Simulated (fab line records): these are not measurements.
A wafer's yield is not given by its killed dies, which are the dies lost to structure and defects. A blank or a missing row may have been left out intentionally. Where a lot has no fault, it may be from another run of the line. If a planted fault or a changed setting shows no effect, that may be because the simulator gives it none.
Which tool did it?    flow gf180mcu    13 lots, 39 wafers sampled, at 2 steps of a route of 602

## WHAT EACH GAUGE READ, for each wafer
GF_V5_THK_MEAS_01. Usual: for V5_CVD_00_THK the level is 301 nm and the standard deviation is 3.1.
lot   measured      on            V5_CVD_00_THK (nm)  flag
L986  day 26 10:52  filmMetro-03  303 302 299         
L988  day 27 03:53  filmMetro-02  300 302 300         
L989  day 27 13:21  filmMetro-01  302 300 300         
L992  day 28 12:37  filmMetro-02  305 304 297         
L996  day 29 15:59  filmMetro-03  301 297 294         
L998  day 29 21:38  filmMetro-02  304 303 307         
L997  day 29 23:04  filmMetro-01  305 304 303         
L103  day 31 09:55  filmMetro-03  301 302 304         
L104  day 31 17:22  filmMetro-03  299 301 300         
L106  day 32 03:19  filmMetro-03  302 305 297         
L107  day 32 09:25  filmMetro-02  300 299 299         
L108  day 32 17:42  filmMetro-02  298 305 299         
L109  day 32 19:07  filmMetro-01  295 303 299         

## EACH LOT AND THE TOOL THAT RAN IT (in order: tool; ch and the chambers of the sampled wafers; start)
lot   GF_V4_CVD_23
L986  cvdW-02 ch 0,1, day 24 14:00
L988  cvdW-01 ch 0,1, day 25 08:01
L989  cvdW-02 ch 0,1, day 25 16:47
L992  cvdW-02 ch 0,1, day 26 19:16
L996  cvdW-01 ch 0,1, day 28 00:10
L998  cvdW-02 ch 0,1, day 28 05:41
L997  cvdW-01 ch 0,1, day 28 06:14
L103  cvdW-02 ch 0,1, day 29 19:38
L104  cvdW-02 ch 0,1, day 30 03:29
L106  cvdW-02 ch 0,1, day 30 14:00
L107  cvdW-02 ch 0,1, day 30 20:20
L108  cvdW-02 ch 0,1, day 31 06:09
L109  cvdW-01 ch 0,1, day 31 07:34
- GF_V4_CVD_23: deposits W, target thk 350 nm, time 104.9 s.

## WHAT THE TOOLS THEMSELVES READ (means of the sampled wafers that have a number; where no wafer has one, the mark that the record gives instead)
GF_V4_CVD_23. Usual: heaterPowerW 876 W, standard deviation 64.
lot   tool     heaterPowerW (W)  flag
L986  cvdW-02  819               
L988  cvdW-01  875               
L989  cvdW-02  848               
L992  cvdW-02  878               
L996  cvdW-01  932               
L998  cvdW-02  840               
L997  cvdW-01  915               
L103  cvdW-02  878               
L104  cvdW-02  868               
L106  cvdW-02  851               
L107  cvdW-02  836               
L108  cvdW-02  887               
L109  cvdW-01  886               

## THE ANSWER, worked out from the rows above alone
Rule: a lot is off if the mean of its wafers that have a number lies more than 3 standard deviations from the usual mean. A lot without any number at a reading at which 4 lots or more have one is off too. The other lots that the step has rows for count as sound. The gauges are gone through in route order, then the tools' own readings, and for those a lot's mean is taken as printed above. At the first step where some lot is off, the reading lying furthest off is the one used; lots without a number count as furthest.
No lot is off on any of the readings shown, so nothing can be concluded from this.

## WHAT HAD BEEN PUT IN BY THE SIMULATOR
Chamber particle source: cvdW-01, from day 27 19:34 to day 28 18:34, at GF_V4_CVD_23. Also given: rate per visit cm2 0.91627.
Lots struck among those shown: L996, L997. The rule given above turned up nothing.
